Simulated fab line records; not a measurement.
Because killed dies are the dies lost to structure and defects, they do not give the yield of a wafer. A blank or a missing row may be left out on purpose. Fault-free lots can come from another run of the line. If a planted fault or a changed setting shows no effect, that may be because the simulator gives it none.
fab line records	flow sky130
[record] lots = 24	wafers = 72	lastDay = 50
route steps=708 shown VT_ADJUST_HVTP@92 LOCAL_INTERCONNECT@398 CONTACT@407 VIA1@482 CAPM@551 CAP2M@607
lots that met no fault: taken from a fault-free run of the same line
startH: the number of hours between the record's first day and the start of the first shown wafer of the lot	waitH: time in hours since the lot's previous step	" identical to the entry in the row above	L1.1+2: several wafers, shown together as one row	- value missing, or start not given	* or withheld: withheld	< > ~ a bound
route shown NAME@n: a module of which the file shows steps, and the number in the route of the first	usual: mean/standard deviation taken from wafers without a fault	same: alike in all rows	chamber/n: place in a boat	sites: readings site by site	_std_site: standard deviation of those values	_edge_site: mean of outer sites minus mean of inner sites	radiusMm: how far each site lies from the wafer's centre	mask NAME#n: copy n	behind: the tool/chamber that last shaped the wafer	hold: why the lot went on hold/how many hours it stayed there/how the hold came to an end	device: the n, p or np transistor that did not switch	end of line: the same wafers' tests at the end of the route	a step with no rows: only its recipe	killed: the dies lost at the first sort to structure and to defects; this is not the yield of the wafer	map: a wafer's dies, marking killed ones x, the rest . and places with no die _
set.NAME: the run value of the setting; set.NAME@STEP: its run value at that earlier step	model.NAME: the simulator's own value behind a step, which no gauge read
the route's steps for a sample of lots (tables are steps, rows are wafers)
services: from which hour (startH, from the record's first day; less than 0 if before it) a tool's chamber was out of use, for how many hours, and why
[[steps]]
[step SKY_VT_ADJUST_HVTP_CD_MEAS_07]
[recipe] targetCdNm = 380
[usual] cdNm = 380.8/2.8
lot.wafer	tool	chamber	startH	waitH	cdNm
L074.1	cdSem-01	-	122.27	0.1	379.9
L074.4	"	-	"	"	379.2
L074.5	"	-	"	"	381.8
L075.1	cdSem-01	-	128.37	0.1	384.6
L075.5	"	-	"	"	383.7
L075.6	"	-	"	"	385.5
L076.4	cdSem-01	-	132.15	0.1	382.9
L076.5	"	-	"	"	384.1
L076.6	"	-	"	"	382.2
L077.4	cdSem-01	-	135.57	0.1	385.1
L077.5	"	-	"	"	386.6
L077.6	"	-	"	"	383.6
L078.3	cdSem-02	-	144.51	0.1	379.4
L078.5	"	-	"	"	379.3
L078.6	"	-	"	"	381.2
L079.1	cdSem-02	-	152.84	0.1	383.1
L079.2	"	-	"	"	381.7
L079.5	"	-	"	"	381.6
L080.3	cdSem-01	-	158.80	0.1	376.0
L080.4	"	-	"	"	377.6
L080.5	"	-	"	"	378.7
L081.1	cdSem-02	-	167.79	0.1	379.1
L081.5	"	-	"	"	383.8
L081.6	"	-	"	"	381.1
L082.2	cdSem-02	-	172.36	0.1	377.2
L082.3	"	-	"	"	374.9
L082.6	"	-	"	"	375.8
L083.2	cdSem-02	-	178.59	0.1	378.4
L083.4	"	-	"	"	381.3
L083.6	"	-	"	"	378.4
L084.1	cdSem-02	-	181.31	0.1	380.4
L084.4	"	-	"	"	378.9
L084.6	"	-	"	"	378.2
L085.1	cdSem-01	-	192.62	0.1	385.3
L085.2	"	-	"	"	382.0
L085.3	"	-	"	"	381.2
L086.2	cdSem-02	-	199.33	0.1	379.7
L086.3	"	-	"	"	380.3
L086.5	"	-	"	"	381.8
L087.4	cdSem-02	-	202.93	0.1	378.9
L087.5	"	-	"	"	377.1
L087.6	"	-	"	"	378.0
L088.4	cdSem-02	-	212.65	0.1	376.9
L088.5	"	-	"	"	378.7
L088.6	"	-	"	"	378.3
L089.2	cdSem-02	-	220.49	0.1	381.9
L089.3	"	-	"	"	382.0
L089.5	"	-	"	"	383.8
L090.1	cdSem-01	-	225.24	0.1	381.8
L090.2	"	-	"	"	379.0
L090.5	"	-	"	"	379.4
L091.3	cdSem-02	-	230.03	0.1	375.9
L091.5	"	-	"	"	375.9
L091.6	"	-	"	"	377.1
L092.2	cdSem-02	-	236.66	0.1	383.7
L092.4	"	-	"	"	383.4
L092.5	"	-	"	"	382.6
L093.2	cdSem-01	-	246.31	0.1	379.5
L093.4	"	-	"	"	383.4
L093.6	"	-	"	"	380.6
L094.1	cdSem-01	-	251.16	0.1	383.2
L094.3	"	-	"	"	379.7
L094.5	"	-	"	"	380.9
L095.1	cdSem-02	-	257.94	0.1	382.1
L095.3	"	-	"	"	380.4
L095.6	"	-	"	"	380.3
L096.2	cdSem-01	-	264.13	0.1	382.5
L096.4	"	-	"	"	383.3
L096.6	"	-	"	"	384.2
L097.1	cdSem-01	-	265.96	0.1	378.4
L097.3	"	-	"	"	381.0
L097.6	"	-	"	"	380.5
[step SKY_LOCAL_INTERCONNECT_CD_MEAS_11]
[recipe] targetCdNm = 170
[usual] cdNm = 169.3/1.9
lot.wafer	tool	chamber	startH	waitH	cdNm
L074.1	cdSem-01	-	695.24	-	171.5
L074.4	"	-	"	"	172.1
L074.5	"	-	"	"	171.6
L075.1	cdSem-02	-	706.67	-	169.4
L075.5	"	-	"	"	169.1
L075.6	"	-	"	"	170.5
L076.4	cdSem-01	-	711.95	-	168.8
L076.5	"	-	"	"	168.0
L076.6	"	-	"	"	170.0
L077.4	cdSem-02	-	719.70	-	166.0
L077.5	"	-	"	"	166.7
L077.6	"	-	"	"	166.4
L078.3	cdSem-02	-	730.48	-	169.5
L078.5	"	-	"	"	169.8
L078.6	"	-	"	"	170.6
L079.1	cdSem-01	-	746.87	-	168.4
L079.2	"	-	"	"	168.8
L079.5	"	-	"	"	167.6
L082.2	cdSem-01	-	770.73	-	171.7
L082.3	"	-	"	"	172.0
L082.6	"	-	"	"	171.7
L080.3	cdSem-02	-	773.76	-	164.5
L080.4	"	-	"	"	165.1
L080.5	"	-	"	"	164.9
L081.1	cdSem-02	-	777.22	-	170.9
L081.5	"	-	"	"	170.2
L081.6	"	-	"	"	172.0
L083.2	cdSem-01	-	779.39	-	171.4
L083.4	"	-	"	"	170.1
L083.6	"	-	"	"	171.8
L084.1	cdSem-02	-	789.97	-	168.2
L084.4	"	-	"	"	166.6
L084.6	"	-	"	"	168.1
L085.1	cdSem-01	-	797.04	-	168.3
L085.2	"	-	"	"	168.0
L085.3	"	-	"	"	169.0
L086.2	cdSem-02	-	805.11	-	171.4
L086.3	"	-	"	"	171.2
L086.5	"	-	"	"	171.2
L087.4	cdSem-02	-	806.73	-	168.3
L087.5	"	-	"	"	167.9
L087.6	"	-	"	"	169.8
L088.4	cdSem-02	-	821.66	-	169.1
L088.5	"	-	"	"	168.0
L088.6	"	-	"	"	167.5
L089.2	cdSem-01	-	828.16	-	171.5
L089.3	"	-	"	"	169.0
L089.5	"	-	"	"	168.8
L090.1	cdSem-02	-	831.21	-	169.8
L090.2	"	-	"	"	169.3
L090.5	"	-	"	"	170.6
L091.3	cdSem-01	-	839.73	-	170.2
L091.5	"	-	"	"	170.5
L091.6	"	-	"	"	169.0
L092.2	cdSem-01	-	850.94	-	168.3
L092.4	"	-	"	"	169.1
L092.5	"	-	"	"	166.0
L093.2	cdSem-02	-	859.36	-	168.2
L093.4	"	-	"	"	169.6
L093.6	"	-	"	"	170.0
L094.1	cdSem-01	-	867.22	-	169.3
L094.3	"	-	"	"	168.8
L094.5	"	-	"	"	170.5
L095.1	cdSem-02	-	871.92	-	170.1
L095.3	"	-	"	"	169.8
L095.6	"	-	"	"	170.0
L096.2	cdSem-01	-	872.36	-	167.1
L096.4	"	-	"	"	168.2
L096.6	"	-	"	"	167.2
L097.1	cdSem-02	-	875.78	-	169.1
L097.3	"	-	"	"	169.1
L097.6	"	-	"	"	170.2
[step SKY_CONTACT_THK_MEAS_01]
[recipe] reads = Si3N4_of_CONTACT_CVD_00
[usual] CONTACT_CVD_00_THK = 75.2/0.91
lot.wafer	tool	chamber	startH	waitH	CONTACT_CVD_00_THK[nm]
L074.1	filmMetro-01	-	696.14	-	74.9
L074.4	"	-	"	"	76.9
L074.5	"	-	"	"	77.2
L075.1	filmMetro-03	-	707.60	-	73.4
L075.5	"	-	"	"	74.9
L075.6	"	-	"	"	75.9
L076.4	filmMetro-04	-	712.85	-	75.6
L076.5	"	-	"	"	75.7
L076.6	"	-	"	"	75.4
L077.4	filmMetro-03	-	720.90	-	76.9
L077.5	"	-	"	"	75.5
L077.6	"	-	"	"	75.6
L078.3	filmMetro-03	-	731.36	-	75.5
L078.5	"	-	"	"	75.7
L078.6	"	-	"	"	76.2
L079.1	filmMetro-04	-	747.83	-	74.7
L079.2	"	-	"	"	73.7
L079.5	"	-	"	"	75.3
L082.2	filmMetro-04	-	771.71	-	73.4
L082.3	"	-	"	"	73.2
L082.6	"	-	"	"	74.5
L080.3	filmMetro-01	-	775.09	-	75.8
L080.4	"	-	"	"	74.6
L080.5	"	-	"	"	75.7
L081.1	filmMetro-03	-	778.22	-	75.4
L081.5	"	-	"	"	75.8
L081.6	"	-	"	"	76.4
L083.2	filmMetro-04	-	780.33	-	74.7
L083.4	"	-	"	"	77.0
L083.6	"	-	"	"	76.1
L084.1	filmMetro-03	-	790.93	-	73.6
L084.4	"	-	"	"	74.8
L084.6	"	-	"	"	75.5
L085.1	filmMetro-03	-	798.06	-	74.9
L085.2	"	-	"	"	75.1
L085.3	"	-	"	"	75.0
L086.2	filmMetro-03	-	806.10	-	74.2
L086.3	"	-	"	"	74.0
L086.5	"	-	"	"	74.8
L087.4	filmMetro-03	-	807.60	-	76.2
L087.5	"	-	"	"	75.8
L087.6	"	-	"	"	76.0
L088.4	filmMetro-04	-	822.68	-	76.4
L088.5	"	-	"	"	76.5
L088.6	"	-	"	"	76.4
L089.2	filmMetro-01	-	829.20	-	75.6
L089.3	"	-	"	"	75.0
L089.5	"	-	"	"	76.9
L090.1	filmMetro-04	-	832.12	-	75.2
L090.2	"	-	"	"	73.4
L090.5	"	-	"	"	75.0
L091.3	filmMetro-01	-	840.65	-	74.1
L091.5	"	-	"	"	75.4
L091.6	"	-	"	"	75.9
L092.2	filmMetro-03	-	852.35	-	75.7
L092.4	"	-	"	"	76.1
L092.5	"	-	"	"	76.3
L093.2	filmMetro-03	-	860.34	-	74.7
L093.4	"	-	"	"	76.2
L093.6	"	-	"	"	76.1
L094.1	filmMetro-01	-	868.64	-	74.0
L094.3	"	-	"	"	74.3
L094.5	"	-	"	"	74.4
L095.1	filmMetro-03	-	873.02	-	74.5
L095.3	"	-	"	"	74.9
L095.6	"	-	"	"	74.3
L096.2	filmMetro-03	-	873.44	-	75.0
L096.4	"	-	"	"	76.1
L096.6	"	-	"	"	75.3
L097.1	filmMetro-01	-	877.08	-	74.7
L097.3	"	-	"	"	74.9
L097.6	"	-	"	"	75.9
[step SKY_VIA1_CMP_24]
[recipe] stopOn = SiO2	tOverpolishS = 15	downForcePsi = 3.5	platenRpm = 60	targetThkNm = 0	padVelocityMS = 0.94248
[usual] edgeZonePressureFrac = 1.000/0.0046	motorCurrentA = 10.7/1.3	overpolishRunS = 15.001/0.0093	timeToEndpointS = 64.7/2.6
lot.wafer	tool	chamber	startH	waitH	edgeZonePressureFrac	motorCurrentA	overpolishRunS	timeToEndpointS
L074.4	cmp-02	2	784.23	0.0	1.000	11.0	15.014	64.6
L074.1	"	1	"	"	0.999	12.8	14.993	64.0
L074.5	"	3	"	"	0.997	9.4	15.008	65.4
L075.1	cmp-01	3	793.81	0.1	0.994	11.1	15.021	66.2
L075.5	"	3	"	"	0.994	10.6	15.008	63.7
L075.6	"	0	"	"	0.998	9.4	14.999	64.2
L076.4	cmp-01	2	799.96	0.2	0.999	9.1	15.009	69.1
L076.5	"	3	"	"	0.996	10.6	14.997	66.8
L076.6	"	0	"	"	1.004	9.4	15.005	68.1
L077.4	cmp-01	0	807.74	0.2	0.995	9.5	15.006	62.9
L077.6	"	1	"	"	1.005	13.0	15.008	64.5
L077.5	"	2	"	"	0.996	8.9	14.993	66.3
L078.3	cmp-02	0	817.37	0.2	1.002	10.8	15.009	61.8
L078.6	"	3	"	"	1.007	9.5	14.981	61.6
L078.5	"	0	"	"	0.998	10.7	15.015	61.5
L079.1	cmp-01	3	834.10	0.1	0.992	11.2	15.003	60.5
L079.2	"	1	"	"	0.999	12.1	14.997	60.1
L079.5	"	2	"	"	0.993	9.2	15.027	60.7
L082.3	cmp-01	2	859.24	0.1	1.002	8.7	15.010	61.4
L082.2	"	3	"	"	0.998	11.3	14.986	61.0
L082.6	"	2	"	"	0.996	9.2	15.004	59.9
L080.4	cmp-02	3	859.26	0.1	0.996	9.5	14.998	62.4
L080.3	"	0	"	"	1.009	10.4	15.011	65.4
L080.5	"	1	"	"	0.997	12.6	15.000	63.1
L081.1	cmp-01	3	863.20	0.2	1.000	11.1	15.002	64.5
L081.6	"	0	"	"	0.998	10.1	14.996	64.6
L081.5	"	1	"	"	0.998	12.3	15.017	65.3
L083.4	cmp-01	3	865.89	0.1	1.006	11.4	15.023	62.3
L083.2	"	0	"	"	1.003	9.9	15.000	64.6
L083.6	"	1	"	"	1.001	12.3	15.007	64.5
L084.4	cmp-02	3	872.72	0.1	0.997	9.5	14.998	63.2
L084.1	"	0	"	"	0.993	10.8	14.995	64.2
L084.6	"	2	"	"	1.002	11.4	14.999	59.6
L085.3	cmp-02	3	880.47	0.0	1.007	9.4	15.027	62.0
L085.1	"	0	"	"	1.002	10.8	15.008	65.2
L085.2	"	2	"	"	0.997	10.6	14.999	64.1
L086.3	cmp-01	1	889.24	0.1	0.989	12.0	15.012	64.0
L086.2	"	3	"	"	1.001	10.2	15.000	61.9
L086.5	"	0	"	"	0.999	9.2	15.012	62.2
L087.4	cmp-01	0	890.74	0.1	1.003	9.2	15.016	66.0
L087.6	"	3	"	"	0.999	10.8	15.008	65.7
L087.5	"	0	"	"	1.005	9.8	14.995	60.9
L088.4	cmp-01	0	903.29	0.3	0.997	9.3	14.996	61.0
L088.6	"	0	"	"	1.001	9.1	15.023	60.4
L088.5	"	1	"	"	1.001	12.1	15.007	61.9
L089.2	cmp-02	1	911.62	0.0	1.006	12.2	14.993	66.6
L089.3	"	2	"	"	1.002	10.8	15.005	67.2
L089.5	"	1	"	"	1.008	13.2	15.005	67.0
L090.1	cmp-02	1	913.58	0.1	1.000	12.7	15.001	70.0
L090.2	"	3	"	"	0.994	9.5	14.998	67.5
L090.5	"	1	"	"	1.005	12.7	14.994	66.7
L091.3	cmp-02	0	922.91	0.1	1.001	10.5	14.997	65.7
L091.5	"	2	"	"	0.998	11.4	14.989	65.5
L091.6	"	3	"	"	1.009	9.8	14.996	66.0
L092.4	cmp-01	2	933.40	0.1	0.994	8.5	15.008	64.2
L092.2	"	0	"	"	1.006	10.2	15.004	64.6
L092.5	"	1	"	"	1.004	11.8	14.997	67.8
L093.4	cmp-02	1	939.99	0.1	0.993	12.8	14.990	67.5
L093.2	"	2	"	"	1.003	11.3	15.008	64.8
L093.6	"	0	"	"	1.002	10.3	14.999	67.7
L094.3	cmp-02	1	948.94	0.1	1.003	13.0	14.996	63.4
L094.1	"	2	"	"	0.999	11.0	14.999	63.6
L094.5	"	1	"	"	1.000	12.6	14.992	65.5
L095.3	cmp-01	2	952.20	0.1	1.002	9.2	15.013	67.8
L095.1	"	3	"	"	1.003	11.3	14.998	64.6
L095.6	"	1	"	"	1.005	12.8	15.003	66.1
L096.2	cmp-01	3	953.37	0.1	1.001	10.6	15.003	63.7
L096.4	"	2	"	"	0.998	9.1	14.993	65.0
L096.6	"	0	"	"	0.993	9.2	14.995	68.0
L097.3	cmp-01	2	955.87	0.0	1.006	9.1	15.002	66.0
L097.1	"	0	"	"	0.995	9.1	14.995	61.9
L097.6	"	2	"	"	1.008	8.8	15.015	64.4
[step SKY_CAPM_STRIP_14]
[recipe] chemistry = O2/N2	powerW = 1400	pressureMtorr = 1500	platenTempC = withheld	o2FlowSccm = 3000	n2FlowSccm = 300	overashFraction = 0.5
[usual] drypumpMotorCurrentA = 5.49/0.28	oesProductAu = 0.711/0.0045	stripTimeToEndpointS = 12.66/0.046
lot.wafer	tool	chamber	startH	waitH	drypumpMotorCurrentA	oesProductAu	rfHoursCounterH	stripTimeToEndpointS
L074.1	plasmaAsher-02	0	866.69	0.1	5.86	0.706	44	12.61
L074.4	"	1	"	"	5.08	0.709	-	12.64
L074.5	"	0	"	"	5.93	0.708	-	12.63
L075.1	plasmaAsher-03	0	875.14	0.1	5.71	0.712	14	12.68
L075.5	"	1	"	"	5.44	0.716	-	12.68
L075.6	"	0	"	"	5.73	0.709	-	12.68
L076.4	plasmaAsher-02	0	881.88	0.1	5.87	0.717	-	12.58
L076.5	"	1	"	"	5.07	0.710	-	12.63
L076.6	"	0	"	"	5.89	0.712	-	12.63
L077.4	plasmaAsher-02	0	889.07	0.1	5.87	0.711	-	12.68
L077.5	"	1	"	"	5.10	0.705	-	12.64
L077.6	"	0	"	"	5.86	0.722	-	12.64
L078.3	plasmaAsher-03	1	898.23	0.1	5.51	0.715	-	12.67
L078.5	"	0	"	"	5.76	0.710	-	12.67
L078.6	"	1	"	"	5.47	0.717	-	12.60
L079.1	plasmaAsher-03	0	915.35	0.1	5.74	0.704	18	12.67
L079.2	"	1	"	"	5.44	0.718	18	12.67
L079.5	"	1	"	"	5.48	0.709	-	12.67
L080.3	plasmaAsher-01	1	938.48	0.1	5.53	0.712	-	12.69
L080.4	"	0	"	"	5.33	0.706	-	12.67
L080.5	"	0	"	"	5.35	0.711	-	12.75
L082.2	plasmaAsher-02	1	939.09	0.1	5.10	0.705	51	12.65
L082.3	"	0	"	"	5.85	0.709	-	12.62
L082.6	"	1	"	"	5.09	0.716	-	12.66
L081.1	plasmaAsher-01	0	942.34	0.1	5.33	0.707	112	12.67
L081.5	"	0	"	"	5.29	0.711	-	12.73
L081.6	"	1	"	"	5.56	0.705	-	12.72
L083.2	plasmaAsher-02	1	944.84	0.1	5.08	0.718	51	12.60
L083.4	"	1	"	"	5.08	0.709	-	12.62
L083.6	"	1	"	"	5.11	0.706	-	12.57
L084.1	plasmaAsher-02	0	951.84	0.1	5.88	0.721	52	12.71
L084.4	"	1	"	"	5.09	0.721	-	12.64
L084.6	"	0	"	"	5.86	0.707	-	12.70
L085.1	plasmaAsher-02	0	959.17	0.1	5.89	0.710	53	12.62
L085.2	"	1	"	"	5.12	0.711	53	12.65
L085.3	"	0	"	"	5.87	0.710	-	12.64
L086.2	plasmaAsher-01	0	968.14	0.1	5.32	0.715	115	12.69
L086.3	"	0	"	"	5.32	0.707	-	12.59
L086.5	"	1	"	"	5.54	0.709	-	12.69
L087.4	plasmaAsher-02	0	968.68	0.1	5.88	0.716	-	12.72
L087.5	"	0	"	"	5.88	0.710	-	12.71
L087.6	"	1	"	"	5.10	0.711	-	12.66
L088.4	plasmaAsher-01	1	981.72	0.1	5.54	0.708	-	12.68
L088.5	"	0	"	"	5.34	0.717	-	12.64
L088.6	"	1	"	"	5.55	0.706	-	12.70
L089.2	plasmaAsher-02	0	988.34	0.1	5.87	0.713	56	12.67
L089.3	"	1	"	"	5.10	0.703	-	12.68
L089.5	"	0	"	"	5.87	0.717	-	12.64
L090.1	plasmaAsher-01	1	989.69	0.1	5.54	0.714	117	12.67
L090.2	"	0	"	"	5.28	0.705	117	12.71
L090.5	"	1	"	"	5.55	0.716	-	12.66
L091.3	plasmaAsher-01	0	999.13	0.1	5.32	0.710	-	12.65
L091.5	"	1	"	"	5.55	0.713	-	12.66
L091.6	"	0	"	"	5.31	0.717	-	12.66
L092.2	plasmaAsher-01	0	1008.59	0.1	5.31	0.706	119	12.68
L092.4	"	0	"	"	5.31	0.715	-	12.70
L092.5	"	1	"	"	5.56	0.721	-	12.70
L093.2	plasmaAsher-03	0	1013.89	0.1	5.73	0.710	27	12.70
L093.4	"	0	"	"	5.72	0.717	-	12.68
L093.6	"	0	"	"	5.72	0.715	-	12.70
L094.1	plasmaAsher-03	1	1022.84	0.1	5.46	0.717	28	12.67
L094.3	"	1	"	"	5.47	0.715	-	12.68
L094.5	"	1	"	"	5.49	0.713	-	12.65
L095.1	plasmaAsher-01	0	1027.24	0.1	5.29	0.702	121	12.63
L095.3	"	0	"	"	5.30	0.710	-	12.63
L095.6	"	1	"	"	5.53	0.712	-	12.65
L096.2	plasmaAsher-02	0	1027.92	0.1	5.87	0.712	60	12.72
L096.4	"	0	"	"	5.87	0.715	-	12.77
L096.6	"	0	"	"	5.88	0.716	-	12.67
L097.1	plasmaAsher-01	1	1030.49	0.1	5.57	0.715	121	12.62
L097.3	"	0	"	"	5.29	0.708	-	12.58
L097.6	"	0	"	"	5.29	0.714	-	12.59
[step SKY_CAP2M_THK_MEAS_04]
[recipe] thkMeasGauge = xrf	reads = TiN_of_CAP2M_SPUTTER_02
[usual] CAP2M_TIN_THK = 198.2/2.1
lot.wafer	tool	chamber	startH	waitH	CAP2M_TIN_THK[nm]
L074.1	filmMetro-04	-	922.37	0.1	194.6
L074.4	"	-	"	"	196.9
L074.5	"	-	"	"	195.3
L075.1	filmMetro-04	-	928.72	0.1	199.3
L075.5	"	-	"	"	201.2
L075.6	"	-	"	"	199.0
L076.4	filmMetro-04	-	936.79	0.1	199.4
L076.5	"	-	"	"	196.4
L076.6	"	-	"	"	195.6
L077.4	filmMetro-03	-	943.51	0.1	197.8
L077.5	"	-	"	"	198.1
L077.6	"	-	"	"	197.3
L078.3	filmMetro-02	-	951.62	0.1	199.2
L078.5	"	-	"	"	198.0
L078.6	"	-	"	"	198.0
L079.1	filmMetro-03	-	967.59	0.1	195.7
L079.2	"	-	"	"	196.5
L079.5	"	-	"	"	196.6
L082.2	filmMetro-02	-	990.93	0.1	196.9
L082.3	"	-	"	"	198.1
L082.6	"	-	"	"	197.5
L080.3	filmMetro-02	-	991.96	0.1	198.4
L080.4	"	-	"	"	200.7
L080.5	"	-	"	"	201.4
L081.1	filmMetro-04	-	994.51	0.1	198.0
L081.5	"	-	"	"	197.9
L081.6	"	-	"	"	197.2
L083.2	filmMetro-03	-	996.90	0.1	198.4
L083.4	"	-	"	"	198.5
L083.6	"	-	"	"	200.7
L084.1	filmMetro-04	-	1003.71	0.1	203.9
L084.4	"	-	"	"	202.3
L084.6	"	-	"	"	202.8
L085.1	filmMetro-02	-	1010.81	0.1	200.2
L085.2	"	-	"	"	199.4
L085.3	"	-	"	"	200.9
L086.2	filmMetro-03	-	1019.37	0.1	202.2
L086.3	"	-	"	"	203.8
L086.5	"	-	"	"	202.2
L087.4	filmMetro-03	-	1019.98	0.1	195.5
L087.5	"	-	"	"	196.7
L087.6	"	-	"	"	195.4
L088.4	filmMetro-03	-	1031.05	0.1	198.6
L088.5	"	-	"	"	196.7
L088.6	"	-	"	"	199.9
L089.2	filmMetro-03	-	1037.82	0.1	197.7
L089.3	"	-	"	"	197.7
L089.5	"	-	"	"	194.7
L090.1	filmMetro-03	-	1038.71	0.1	198.8
L090.2	"	-	"	"	197.0
L090.5	"	-	"	"	195.5
L091.3	filmMetro-03	-	1047.81	0.1	200.8
L091.5	"	-	"	"	199.5
L091.6	"	-	"	"	199.7
L092.2	filmMetro-02	-	1057.94	0.1	198.6
L092.4	"	-	"	"	197.2
L092.5	"	-	"	"	198.8
L093.2	filmMetro-03	-	1061.94	0.1	197.6
L093.4	"	-	"	"	196.8
L093.6	"	-	"	"	196.2
L094.1	filmMetro-03	-	1070.61	0.1	194.6
L094.3	"	-	"	"	196.2
L094.5	"	-	"	"	195.0
L095.1	filmMetro-04	-	1075.40	0.1	197.9
L095.3	"	-	"	"	200.2
L095.6	"	-	"	"	199.5
L096.2	filmMetro-03	-	1075.43	0.1	196.8
L096.4	"	-	"	"	197.3
L096.6	"	-	"	"	197.7
L097.1	filmMetro-02	-	1077.76	0.1	196.0
L097.3	"	-	"	"	199.0
L097.6	"	-	"	"	198.1
[[services]]
tool	chamber	startH	hours	kind
cmp-01	-	786.57	1.2	repair
plasmaAsher-01	-	796.18	5.4	repair
cmp-01	-	812.01	6.3	repair
cmp-01	-	823.30	1.3	repair
cmp-02	-	880.78	2.1	repair
plasmaAsher-01	-	896.91	1.6	repair
plasmaAsher-02	-	897.58	1.9	repair
cmp-02	-	901.54	4.7	pm
cmp-01	-	912.21	4.0	pm
cmp-01	-	916.21	-	consumableReplace:conditioner
cmp-01	-	916.21	-	consumableReplace:pad
cmp-02	-	952.26	1.2	repair
cmp-01	-	984.01	0.5	repair
plasmaAsher-03	-	990.13	15.6	pm
cmp-01	-	994.52	0.3	repair
cmp-02	-	997.77	0.5	repair
cmp-01	-	1008.67	18.0	pm
[[key]]
fault none
